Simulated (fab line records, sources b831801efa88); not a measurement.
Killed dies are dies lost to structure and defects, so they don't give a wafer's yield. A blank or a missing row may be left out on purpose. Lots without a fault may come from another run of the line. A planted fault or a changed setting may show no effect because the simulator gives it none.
A struck lot beside a sound one | flow sky130 | 44 steps out of a route of 708
Sound: wafers L517.1, L517.5, L517.6. Struck: wafers L526.1, L526.4, L526.5. The cause comes at the end.
At each step with rows: each side's tool, then ch and its chambers, then its first start. Under that, the readings that differ: sound wafers | struck wafers | difference of the means | sigmas: that difference in standard deviations of wafers without a fault.
alike: readings whose means differ by less than 2 such deviations, and words and numbers that are the same on both sides. not compared: withheld readings, readings that some wafer has no value for, bounds like >300 that may hide the same value, and numbers for which the record gives no deviation and whose values overlap.
The two part at a step that has a row with sigmas, a row that says differs or no value, or rows on one side only. Numbers that don't overlap but have no deviation are shown without sigmas and don't part them. A reading that every wafer of one side lacks parts them only if that side has two wafers or more.

first, 2 steps without rows for these wafers: SKY_DNWELL_DEVELOP_06 (develop time 60 s); SKY_DNWELL_IMPLANT_07.
SKY_DNWELL_STRIP_08: strips in O2/N2.
  sound on plasma_asher-01 ch 0,1, day 4 12:57; struck on plasma_asher-04 ch 0, day 6 11:34
  alike: drypump_motor_current_A, n2_flow_sccm, oes_product_au, strip_time_to_endpoint_s
  not compared: rf_hours_counter_h
SKY_DNWELL_TW_MEAS_09:
  sound on film_metro-04, day 4 13:03; struck on film_metro-02, day 6 11:40
  alike: DNWELL_TW
then, 7 steps without rows for these wafers: SKY_PWDE_DEHYDRATE_00 (time 60 s); SKY_PWDE_HMDS_01 (prime time 60 s); SKY_PWDE_COAT_02 (resist thk 3000 nm); SKY_PWDE_SOFTBAKE_03; SKY_PWDE_EXPOSE_04 (exposes mask PWDEM, target cd 840 nm); SKY_PWDE_PEB_05; SKY_PWDE_DEVELOP_06 (develop time 60 s).
SKY_PWDE_OVL_MEAS_07:
  sound on overlay-02, day 5 06:30; struck on overlay-01, day 7 06:40
  alike: PWDE_OVL
SKY_PWDE_IMPLANT_08:
  sound on implanter-03 ch 0, day 5 06:32; struck on implanter-03 ch 0, day 7 06:43
  reading                   | sound                | struck               | difference | sigmas
  beam_energy_keV           | 149.93 149.98 149.98 | 186.31 186.30 186.31 | +36.34     | +99 or more
  model.implant.rp_nm (nm)  | 428.6 428.6 428.6    | 512 512 512          | +83        |
  model.implant.drp_nm (nm) | 97.97 97.97 97.97    | 106 106 106          | +8         |
SKY_PWDE_STRIP_09: strips in O2/N2.
  sound on plasma_asher-03 ch 0,1, day 5 06:41; struck on plasma_asher-02 ch 0,1, day 7 06:52
  reading                      | sound             | struck            | difference | sigmas
  strip_time_to_endpoint_s (s) | 36.91 36.89 36.97 | 37.29 37.26 37.18 | +0.32      | +2
  alike: drypump_motor_current_A, n2_flow_sccm, oes_product_au
  not compared: rf_hours_counter_h
SKY_PWDE_TW_MEAS_10:
  sound on film_metro-02, day 5 06:48; struck on film_metro-02, day 7 06:59
  alike: PWDE_TW
then, 7 steps without rows for these wafers: SKY_NWELL_DEHYDRATE_03 (time 60 s); SKY_NWELL_HMDS_04 (prime time 60 s); SKY_NWELL_COAT_05 (resist thk 3000 nm); SKY_NWELL_SOFTBAKE_06; SKY_NWELL_EXPOSE_07 (exposes mask NWM, target cd 840 nm); SKY_NWELL_PEB_08; SKY_NWELL_DEVELOP_09 (develop time 60 s).
SKY_NWELL_OVL_MEAS_10:
  sound on overlay-01, day 6 00:27; struck on overlay-01, day 8 03:08
  alike: NWELL_00_OVL
then, 3 steps without rows for these wafers: SKY_NWELL_IMPLANT_11; SKY_NWELL_IMPLANT_12; SKY_NWELL_IMPLANT_13.
SKY_NWELL_STRIP_14: strips in O2/N2.
  sound on plasma_asher-03 ch 0,1, day 6 00:56; struck on plasma_asher-04 ch 0,1, day 8 03:37
  alike: drypump_motor_current_A, n2_flow_sccm, oes_product_au, strip_time_to_endpoint_s
  not compared: rf_hours_counter_h
SKY_NWELL_TW_MEAS_15:
  sound on film_metro-03, day 6 01:02; struck on film_metro-04, day 8 03:43
  reading  | sound          | struck         | difference | sigmas
  NWELL_TW | 1772 1785 1784 | 1843 1837 1843 | +61        | +3
then, 7 steps without rows for these wafers: SKY_NWELL_DEHYDRATE_16 (time 60 s); SKY_NWELL_HMDS_17 (prime time 60 s); SKY_NWELL_COAT_18 (resist thk 3000 nm); SKY_NWELL_SOFTBAKE_19; SKY_NWELL_EXPOSE_20 (exposes mask NWM COMPLEMENT, target cd 840 nm); SKY_NWELL_PEB_21; SKY_NWELL_DEVELOP_22 (develop time 60 s).
SKY_NWELL_OVL_MEAS_23:
  sound on overlay-01, day 6 20:02; struck on overlay-01, day 8 23:42
  alike: NWELL_01_OVL
then, 1 step without rows for these wafers: SKY_NWELL_IMPLANT_24.
SKY_NWELL_STRIP_25: strips in O2/N2.
  sound on plasma_asher-04 ch 0,1, day 6 20:13; struck on plasma_asher-03 ch 0,1, day 8 23:53
  alike: drypump_motor_current_A, n2_flow_sccm, oes_product_au, strip_time_to_endpoint_s
  not compared: rf_hours_counter_h
SKY_NWELL_TW_MEAS_26:
  sound on film_metro-03, day 6 20:19; struck on film_metro-04, day 8 23:59
  reading    | sound       | struck      | difference | sigmas
  NWELL_2_TW | 486 488 485 | 499 502 507 | +16        | +3
then, 1 step without rows for these wafers: SKY_NWELL_CLEAN_27 (cleans in SC1/SC2, time 150 s).
SKY_NWELL_RTA_28: time 30 s.
  sound on rtp_anneal-01 ch 0, day 6 20:26; struck on rtp_anneal-01 ch 0, day 9 00:06
  alike: chamber_o2_ppm, lamp_power_pct, wafer_temp_C_max
SKY_NWELL_RS_MEAS_29: measures by four-point-probe.
  sound on film_metro-03, day 6 20:32; struck on film_metro-04, day 9 00:12
  alike: NWELL_RS
SKY_NWELL_RS_MEAS_31: measures by four-point-probe.
  sound on film_metro-03, day 6 20:46; struck on film_metro-04, day 9 00:26
  reading          | sound          | struck         | difference | sigmas
  PWDE_RS (ohm/sq) | 5270 5283 5243 | 5217 5235 5223 | -40        | -2
-- the record jumps here: 40 days lie between the struck wafers' starts before and after (it left off in module NWELL and takes up again in module PAD_OPEN, whose first step shown is number 708 of the route) --
SKY_PAD_OPEN_PROBE_99:
  sound on prober-01, day 47 07:14; struck on prober-01, day 49 07:01
  reading                                   | sound                         | struck         | difference | sigmas
  model.etest.res_p_drift_20v.line_ohm_um   | 1.23e+04 1.236e+04 1.228e+04  | 8692 8788 8690 | -3590      |
  model.etest.res_p_drift_20v.rs_ohm_sq     | 1.024e+04 1.014e+04 1.013e+04 | 7454 7444 7363 | -2750      |
  model.etest.res_pwde_under_gate.rs_ohm_sq | 6247 6300 6234                | 6319 6309 6321 | +56        |
  alike: killed_at_M0_to_M3, killed_at_M4_up, killed_at_contacts, killed_at_front_end, killed_at_other, killed_dies, killed_open, killed_short

WHERE THEY PART
First at SKY_PWDE_IMPLANT_08; last, within this record, at SKY_NWELL_RS_MEAS_31. Later steps at which nothing parts them and some readings are alike: SKY_PAD_OPEN_PROBE_99.

WHY: what the simulator had put in
Process parameter drift: implanter-03, from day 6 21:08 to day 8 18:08, at SKY_PWDE_IMPLANT_08. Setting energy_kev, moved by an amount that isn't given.
